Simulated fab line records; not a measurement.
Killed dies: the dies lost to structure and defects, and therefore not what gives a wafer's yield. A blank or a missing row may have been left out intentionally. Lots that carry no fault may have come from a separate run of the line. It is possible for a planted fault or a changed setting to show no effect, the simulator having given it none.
Struck lot and sound lot, side by side | flow sfq-line | 14 out of 325 route steps
Sound: wafers L429.4, L429.5, L429.6. Struck: wafers L443.1, L443.5 (left out: L443.6, a lot-mate that was not struck); the cause follows at the end.
Each step with rows lists, per side, the tool, then ch with its chambers, then its first start. Under that, the readings that differ: sound wafers | struck wafers | difference of the means | sigmas: that difference in standard deviations of wafers without a fault.
alike: same words and numbers on both sides, and readings whose means sit less than 2 such deviations apart. not compared: any withheld reading, any reading some wafer has no value for, any bound like >300 that may hide the same value, and any number with overlapping values for which the record gives no deviation.
A row with sigmas, a row that says differs or no value, or rows on one side alone: a step with any of these is where the two part. Numbers that don't overlap but have no deviation are shown without sigmas and don't part them. Lack of a reading on every wafer of one side parts them only where that side has two or more wafers.

first, 6 steps without rows for these wafers: SFQ_TRILAYER_M4_LITHO_COAT_098 (resist thk 62 nm); SFQ_TRILAYER_M4_LITHO_COAT_093 (resist thk 600 nm); SFQ_TRILAYER_M4_LITHO_SOFTBAKE_097; SFQ_TRILAYER_M4_LITHO_EXPOSE_094 (exposes mask M4, target cd 500 nm); SFQ_TRILAYER_M4_LITHO_PEB_096 (peb time 60 s); SFQ_TRILAYER_M4_LITHO_DEVELOP_095 (time 60 s).
SFQ_M4_OVL_MEAS_926:
  sound: overlay-01 at day 61 08:19; struck: overlay-01 at day 63 03:45
  alike: M4_OVL
SFQ_TRILAYER_M4_BARC_OPEN_METAL_ETCH_123: etches BARC in O2, target depth 125 nm, time 41.7 s.
  sound on rie-metal-03 ch 0,1, day 61 08:22; struck on rie-metal-03 ch 0,1, day 63 03:47
  alike: drypump-motor-current-A, oes-product-au, rf-fwd-power-W
  not compared: rf-hours-counter-h
SFQ_TRILAYER_M4_ETCH_METAL_ETCH_096: etches Nb in Cl2/Ar, stops on SiO2, target depth 240 nm, time 120 s.
  sound on rie-metal-03 ch 0,1, day 61 08:26; struck on rie-metal-03 ch 0,1, day 63 03:51
  alike: drypump-motor-current-A, oes-product-au, rf-fwd-power-W
  not compared: rf-hours-counter-h
SFQ_TRILAYER_M4_STRIP_STRIP_097: strips in O2.
  sound on rie-metal-03 ch 0,1, day 61 08:43; struck on rie-metal-03 ch 0,1, day 63 03:58
  alike: drypump-motor-current-A, oes-product-au
  not compared: rf-hours-counter-h
then, 1 step without rows for these wafers: SFQ_TRILAYER_M4_STRIP_SOLV_CLEAN_098 (cleans in NMP, time 600 s).
SFQ_TRILAYER_I4_DEP_PECVD_099: deposits SiO2 from SiH4/N2O, time 111.11 s, target thk 500 nm.
  sound on pecvd-04 ch 0,1,2, day 61 09:20; struck on pecvd-04 ch 0, day 63 04:45
  reading                                             | sound             | struck      | difference | sigmas
  rf-fwd-power-W (W)                                  | 181.9 182.9 181.9 | 211.5 210.5 | +28.8      | +48
  showerhead-vpp-V (V)                                | 812 910 822       | 964 975     | +122       | +4
  model.SiO2_of_TRILAYER_I4_DEP_PECVD_099.thk-nm (nm) | 502.8 506 511.2   | 520.4 524.6 | +15.8      |
  alike: heater-power-outer-w, heater-power-w, throttle-valve-pct
SFQ_TRILAYER_I4_CMP_CMP_100: polishes SiO2.
  sound on cmp-02 ch 0,1,2, day 61 10:22; struck on cmp-02 ch 1,3, day 63 06:55
  alike: motor-current-A, slurry-flow-ml-min, time-to-endpoint-s
SFQ_I4_BOW_MEAS_927:
  sound: film-metro-03 at day 61 12:26; struck: film-metro-04 at day 63 08:25
  alike: I4_BOW

WHERE THEY PART
Only at SFQ_TRILAYER_I4_DEP_PECVD_099, within this record. Later steps at which nothing parts them and some readings are alike: SFQ_TRILAYER_I4_CMP_CMP_100, SFQ_I4_BOW_MEAS_927.

WHY: what the simulator had put in
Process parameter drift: pecvd-04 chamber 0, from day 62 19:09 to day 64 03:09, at SFQ_TRILAYER_I4_DEP_PECVD_099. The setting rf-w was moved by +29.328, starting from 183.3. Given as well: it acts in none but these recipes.
